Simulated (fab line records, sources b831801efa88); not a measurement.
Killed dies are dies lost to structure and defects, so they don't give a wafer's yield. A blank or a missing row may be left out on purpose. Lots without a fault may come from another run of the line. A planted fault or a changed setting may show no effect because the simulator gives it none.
Which tool did it? | flow sky130 | 11 lots, 31 wafers sampled, at 5 steps of a route of 708

WHAT THE GAUGES READ, wafer by wafer
SKY_POLY_CUT_OVL_MEAS_09. Usual: POLY_CUT_OVL -3 nm, standard deviation 5.9.
lot  | measured     | on         | POLY_CUT_OVL (nm) | flag
L189 | day 24 10:33 | overlay-02 | 8 -6 -1           |
L191 | day 25 08:18 | overlay-02 | -5 -5 -3          |
L193 | day 26 00:58 | overlay-02 | -5 -7 -6          |
L194 | day 26 09:07 | overlay-02 | -12 -14           |
L196 | day 27 02:55 | overlay-02 | -10 -8            |
L203 | day 29 07:25 | overlay-01 | -2 -2 6           |
L206 | day 30 11:52 | overlay-01 | -12 -10 -7        |
L207 | day 30 17:12 | overlay-01 | -7 -5 -6          |
L208 | day 30 22:31 | overlay-01 | -8 -1 -2          |
L209 | day 31 13:22 | overlay-01 | -7 -6 -9          |
L211 | day 33 06:19 | overlay-01 | -9 3 -2           |

SKY_VIA4_THK_MEAS_01. Usual: VIA4_HDPCVD_THK 1728 nm, standard deviation 21.
lot  | measured     | on            | VIA4_HDPCVD_THK (nm) | flag
L189 | day 41 22:31 | film_metro-01 | 1761 1751 1710       |
L191 | day 42 14:47 | film_metro-04 | 1742 1740 1710       |
L193 | day 43 07:41 | film_metro-02 | 1728 1721 1719       |
L194 | day 43 11:01 | film_metro-04 | 1708 1716 1708 1717  |
L196 | day 44 04:31 | film_metro-04 | 1741 1698 1740 1697  |
L203 | day 45 16:48 | film_metro-04 | 1721 1745 1714       |
L206 | day 46 13:39 | film_metro-04 | 1757 1756 1705       |
L207 | day 46 17:45 | film_metro-01 | 1724 1684 1735       |
L208 | day 46 22:26 | film_metro-02 | 1749 1751 1756       |
L209 | day 47 10:23 | film_metro-04 | 1707 1698 1695       |
L211 | day 48 15:05 | film_metro-02 | 1707 1721 1710       |

WHICH TOOL RAN EACH LOT (tool, then ch and the chambers of the sampled wafers, then the start)
lot  | SKY_LDD_LDN_STRIP_12                 | SKY_LOCAL_INTERCONNECT_ETCH_13    | SKY_METAL1_SPUTTER_02
L189 | plasma_asher-03 ch 1, day 23 03:16   | rie_metal-01 ch 0,1, day 30 14:12 | pvd_sputter-03, day 31 19:55
L191 | plasma_asher-04 ch 0,1, day 24 00:02 | rie_metal-01 ch 0,1, day 31 08:14 | pvd_sputter-03, day 32 13:06
L193 | plasma_asher-02 ch 0,1, day 24 18:47 | rie_metal-03 ch 0,1, day 32 02:01 | pvd_sputter-02, day 33 09:09
L194 | plasma_asher-03 ch 0, day 25 02:23   | rie_metal-01 ch 0,1, day 32 09:31 | pvd_sputter-01, day 33 14:47
L196 | plasma_asher-04 ch 0, day 25 20:20   | rie_metal-01 ch 0, day 33 05:25   | pvd_sputter-01, day 34 09:43
L203 | plasma_asher-03 ch 0,1, day 28 00:58 | rie_metal-04 ch 0,1, day 35 01:03 | pvd_sputter-03, day 36 06:34
L206 | plasma_asher-03 ch 1, day 29 06:23   | rie_metal-03 ch 1, day 36 03:23   | pvd_sputter-02, day 37 08:05
L207 | plasma_asher-03 ch 0,1, day 29 11:22 | rie_metal-01 ch 0,1, day 36 09:26 | pvd_sputter-01, day 37 14:32
L208 | plasma_asher-02 ch 0,1, day 29 17:46 | rie_metal-01 ch 0,1, day 36 14:33 | pvd_sputter-03, day 37 19:10
L209 | plasma_asher-02 ch 0,1, day 30 02:46 | rie_metal-01 ch 0,1, day 37 05:19 | pvd_sputter-01, day 38 09:40
L211 | plasma_asher-02 ch 0,1, day 31 12:49 | rie_metal-04 ch 1, day 38 18:40   | pvd_sputter-01, day 39 22:37
- SKY_LDD_LDN_STRIP_12: strips in O2/N2.
- SKY_LOCAL_INTERCONNECT_ETCH_13: etches BARC in N2/H2, stops on SiO2, time 45.9 s, target depth 60 nm.
- SKY_METAL1_SPUTTER_02: material AlCu, target thk 250 nm, time 13.3 s.

WHAT THE TOOLS THEMSELVES READ (means of the sampled wafers that have a number; where no wafer has one, the mark that the record gives instead)
SKY_LDD_LDN_STRIP_12. Usual: drypump_motor_current_A 5.5 A, standard deviation 0.41; oes_product_au 0.716 a.u., standard deviation 0.005; strip_time_to_endpoint_s 14.18 s, standard deviation 0.03.
lot  | tool            | drypump_motor_current_A (A) | oes_product_au (a.u.) | strip_time_to_endpoint_s (s) | flag
L189 | plasma_asher-03 | 5.6                         | 0.717                 | 14.19                        |
L191 | plasma_asher-04 | 5.2                         | 0.719                 | 14.21                        |
L193 | plasma_asher-02 | 5.9                         | 0.719                 | 14.20                        |
L194 | plasma_asher-03 | 5.7                         | 0.710                 | 14.20                        |
L196 | plasma_asher-04 | 5.2                         | 0.720                 | 14.18                        |
L203 | plasma_asher-03 | 5.6                         | 0.714                 | 14.18                        |
L206 | plasma_asher-03 | 5.6                         | 0.718                 | 14.14                        |
L207 | plasma_asher-03 | 5.6                         | 0.712                 | 14.14                        |
L208 | plasma_asher-02 | 5.5                         | 0.713                 | 14.18                        |
L209 | plasma_asher-02 | 5.9                         | 0.714                 | 14.16                        |
L211 | plasma_asher-02 | 5.5                         | 0.716                 | 14.18                        |

SKY_LOCAL_INTERCONNECT_ETCH_13. Usual: drypump_motor_current_A 5.9 A, standard deviation 0.55; oes_product_au 0.854 a.u., standard deviation 0.0044; run_length_s 74.1 s, standard deviation 0.55; throttle_valve_pct 13.224 %, standard deviation 0.0087.
lot  | tool         | drypump_motor_current_A (A) | oes_product_au (a.u.) | run_length_s (s) | throttle_valve_pct (%) | flag
L189 | rie_metal-01 | 5.4                         | 0.857                 | 74.2             | 13.219                 |
L191 | rie_metal-01 | 5.4                         | 0.851                 | 74.0             | 13.221                 |
L193 | rie_metal-03 | 5.2                         | 0.854                 | 74.1             | 13.226                 |
L194 | rie_metal-01 | 5.4                         | 0.808                 | 79.3             | 13.219                 | OFF
L196 | rie_metal-01 | 5.4                         | 0.804                 | 79.8             | 13.224                 | OFF
L203 | rie_metal-04 | 6.4                         | 0.853                 | 74.2             | 13.221                 |
L206 | rie_metal-03 | 4.8                         | 0.856                 | 74.2             | 13.221                 |
L207 | rie_metal-01 | 5.5                         | 0.854                 | 74.0             | 13.222                 |
L208 | rie_metal-01 | 5.4                         | 0.858                 | 74.0             | 13.225                 |
L209 | rie_metal-01 | 5.4                         | 0.852                 | 74.4             | 13.218                 |
L211 | rie_metal-04 | 6.2                         | 0.853                 | 74.5             | 13.225                 |

SKY_METAL1_SPUTTER_02. Usual: throttle_valve_pct 30.2 %, standard deviation 1.
lot  | tool           | throttle_valve_pct (%) | flag
L189 | pvd_sputter-03 | 30.7                   |
L191 | pvd_sputter-03 | 29.4                   |
L193 | pvd_sputter-02 | 28.4                   |
L194 | pvd_sputter-01 | 30.4                   |
L196 | pvd_sputter-01 | 31.4                   |
L203 | pvd_sputter-03 | 30.2                   |
L206 | pvd_sputter-02 | 28.1                   |
L207 | pvd_sputter-01 | 30.7                   |
L208 | pvd_sputter-03 | 30.4                   |
L209 | pvd_sputter-01 | 31.1                   |
L211 | pvd_sputter-01 | 30.7                   |

THE ANSWER, worked out from the rows above alone
Rule: a lot is off if the mean of its wafers that have a number lies more than 3 standard deviations from the usual mean. A lot without any number at a reading at which 4 lots or more have one is off too. The other lots that the step has rows for count as sound. The gauges are gone through in route order, then the tools' own readings, and for those a lot's mean is taken as printed above. The first step at which some lot is off is used, and at that step the reading that is off furthest; a lot without a number counts as furthest.
Off: L194, L196, at SKY_LOCAL_INTERCONNECT_ETCH_13 (oes_product_au).
A tool fits if, at that step or a process step before it, it ran every lot that is off, and no sound lot after the first of them. None of those tried fits.

WHAT THE SIMULATOR HAD PUT IN
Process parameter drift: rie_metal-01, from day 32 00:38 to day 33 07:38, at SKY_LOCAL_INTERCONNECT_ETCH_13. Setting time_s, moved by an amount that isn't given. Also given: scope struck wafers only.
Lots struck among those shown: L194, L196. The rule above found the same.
